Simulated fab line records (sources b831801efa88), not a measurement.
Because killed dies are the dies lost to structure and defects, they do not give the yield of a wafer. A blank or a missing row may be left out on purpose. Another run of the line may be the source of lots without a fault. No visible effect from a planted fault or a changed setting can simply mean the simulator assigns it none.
Comparing a struck lot with a sound one    flow sky130    30 steps out of a route of 708
Sound: wafers L472.1, L472.2, L472.3. Struck: wafer L485.5 (left out: L485.2, L485.4 of the same lot, which were not struck); the cause appears at the end.
Each step with rows lists, per side, the tool, then ch with its chambers, then its first start. Under that, the readings that differ: sound wafers    struck wafers    difference of the means    sigmas: that difference in standard deviations of wafers without a fault.
alike: same words and numbers on both sides, and readings whose means sit less than 2 such deviations apart. not compared: any withheld reading, any reading some wafer has no value for, any bound like >300 that may hide the same value, and any number with overlapping values for which the record gives no deviation.
A row with sigmas, a row that says differs or no value, or rows on one side alone: a step with any of these is where the two part. Numbers that have no deviation but don't overlap get no sigmas and don't part them. A reading missing from all wafers of one side parts the sides only when that side holds two or more wafers.

first, 2 steps without rows for these wafers: SKY_LOCAL_INTERCONNECT_PEB_09; SKY_LOCAL_INTERCONNECT_DEVELOP_10 (develop time 60 s).
SKY_LOCAL_INTERCONNECT_CD_MEAS_11: the cd target is 170 nm.
  struck on cd-sem-02, day 35 09:44; sound on cd-sem-02, day 32 05:04
  alike: cd-nm
SKY_LOCAL_INTERCONNECT_OVL_MEAS_12:
  struck on overlay-02, day 35 09:50; sound on overlay-01, day 32 05:11
  alike: LOCAL_INTERCONNECT_OVL
then, 2 steps without rows for these wafers: SKY_LOCAL_INTERCONNECT_ETCH_13 (etches BARC in N2/H2, stops on SiO2, time 45.9 s, target depth 60 nm); SKY_LOCAL_INTERCONNECT_METAL_ETCH_14 (etches TiN in Cl2/BCl3, stops on PSG, target depth 110 nm, time 31.4 s).
SKY_LOCAL_INTERCONNECT_STRIP_15: strips in O2/N2.
  sound on plasma-asher-01 ch 0,1, day 32 05:20; struck on plasma-asher-01 ch 1, day 35 10:06
reading                       sound              struck  difference  sigmas
strip-time-to-endpoint-s (s)  4.732 4.733 4.693  4.768   +0.049      +3
  alike: drypump-motor-current-A, oes-product-au
  not compared: rf-hours-counter-h
then, 3 steps without rows for these wafers: SKY_LOCAL_INTERCONNECT_STRIP_16 (strips in post etch residue remover, time 1200 s); SKY_LOCAL_INTERCONNECT_CLEAN_17 (cleans in IPA, time 180 s); SKY_LOCAL_INTERCONNECT_CLEAN_18 (cleans in O3/DIW).
SKY_CONTACT_CVD_00: deposits Si3N4, target thk 75 nm.
  sound on pecvd-02 ch 0,1,2, day 32 05:56; struck on pecvd-01 ch 1, day 35 10:43
  alike: heater-power-w
SKY_CONTACT_THK_MEAS_01:
  struck on film-metro-02, day 35 10:46; sound on film-metro-01, day 32 05:58
  alike: CONTACT_CVD_00_THK
SKY_CONTACT_HDPCVD_02: deposits SiO2, target thk 565 nm, time 94.2 s.
  sound on hdpcvd-02 ch 0,1,2, day 32 06:01; struck on hdpcvd-02 ch 0,1, day 35 10:49
SKY_CONTACT_THK_MEAS_03:
  struck on film-metro-03, day 35 11:07; sound on film-metro-02, day 32 06:05
reading                  sound        struck  difference  sigmas
CONTACT_HDPCVD_THK (nm)  558 565 565  457     -106        -21
  not compared: hold
SKY_CONTACT_CMP_04: polishes SiO2.
  sound on cmp-01 ch 0,1,2, day 32 06:09; struck on cmp-01 ch 0, day 35 14:22
reading                 sound     struck                    difference                    sigmas
hold                    - - -     await-dispo/2.2h/release  no value on the sound wafers  
time-to-endpoint-s (s)  78 80 79  90                        +11                           +3
  alike: edge-zone-pressure-frac, motor-current-A
SKY_CONTACT_BOW_MEAS_05:
  struck on film-metro-02, day 35 14:41; sound on film-metro-03, day 32 06:27
  alike: CONTACT_BOW
then, 8 steps without rows for these wafers: SKY_CONTACT_DEHYDRATE_06 (time 60 s); SKY_CONTACT_HMDS_07 (prime time 60 s); SKY_CONTACT_COAT_08 (resist thk 60 nm); SKY_CONTACT_COAT_09 (resist thk 450 nm); SKY_CONTACT_SOFTBAKE_10 (time 88.51 s); SKY_CONTACT_EXPOSE_11 (exposes mask CTM1, target cd 170 nm); SKY_CONTACT_PEB_12; SKY_CONTACT_DEVELOP_13 (develop time 60 s).
SKY_CONTACT_CD_MEAS_14: the cd target is 170 nm.
  struck on cd-sem-01, day 36 14:17; sound on cd-sem-02, day 33 08:31
  alike: cd-nm
SKY_CONTACT_OVL_MEAS_15:
  struck on overlay-02, day 36 14:23; sound on overlay-01, day 33 08:38
  alike: CONTACT_OVL
SKY_CONTACT_ETCH_16: etches BARC in N2/H2, stops on SiO2, time 45.9 s, target depth 60 nm.
  sound on rie-diel-04 ch 0,1,3, day 33 08:40; struck on rie-diel-04 ch 1, day 36 14:25
  alike: drypump-motor-current-A, oes-product-au, throttle-valve-pct
  not compared: rf-hours-counter-h
SKY_CONTACT_ETCH_17: etches SiO2 in C4F8/O2/Ar, stops on Si3N4, target depth 340 nm.
  sound on rie-diel-04 ch 0,1,3, day 33 08:43; struck on rie-diel-04 ch 1, day 36 14:28
reading                sound              struck  difference  sigmas
oes-product-au (a.u.)  0.885 0.890 0.887  0.728   -0.159      -35
SKY_CONTACT_ETCH_18: etches Si3N4 in CHF3/O2, stops on TiN, time 39 s, target depth 75 nm.
  sound on rie-diel-04 ch 0,1,3; struck on rie-diel-04 ch 1
  alike: drypump-motor-current-A, oes-product-au, throttle-valve-pct
  not compared: rf-hours-counter-h
-- the record jumps here: 13 days lie between the struck wafers' starts before and after (it left off in module CONTACT and takes up again in module PAD_OPEN, whose first step shown is number 708 of the route) --
SKY_PAD_OPEN_PROBE_99:
  struck on prober-02, day 49 12:53; sound on prober-02, day 47 02:28
reading             sound     struck                    difference                    sigmas
hold                - - -     await-dispo/1.7h/release  no value on the sound wafers  
killed-at-contacts  27 25 19  85                        +61                           +12
killed-at-other     1 2 1     0                         -1                            -2
killed-dies         92 93 89  152                       +61                           +7
killed-on-rim       21 20 20  69                        +49                           +13
  alike: killed_at_M0_to_M3, killed_at_M4_up, killed-at-front-end, killed-open, killed-short

WHERE THEY PART
At SKY_LOCAL_INTERCONNECT_STRIP_15 first; at SKY_PAD_OPEN_PROBE_99 last (within this record only).

WHY: what had been put in by the simulator
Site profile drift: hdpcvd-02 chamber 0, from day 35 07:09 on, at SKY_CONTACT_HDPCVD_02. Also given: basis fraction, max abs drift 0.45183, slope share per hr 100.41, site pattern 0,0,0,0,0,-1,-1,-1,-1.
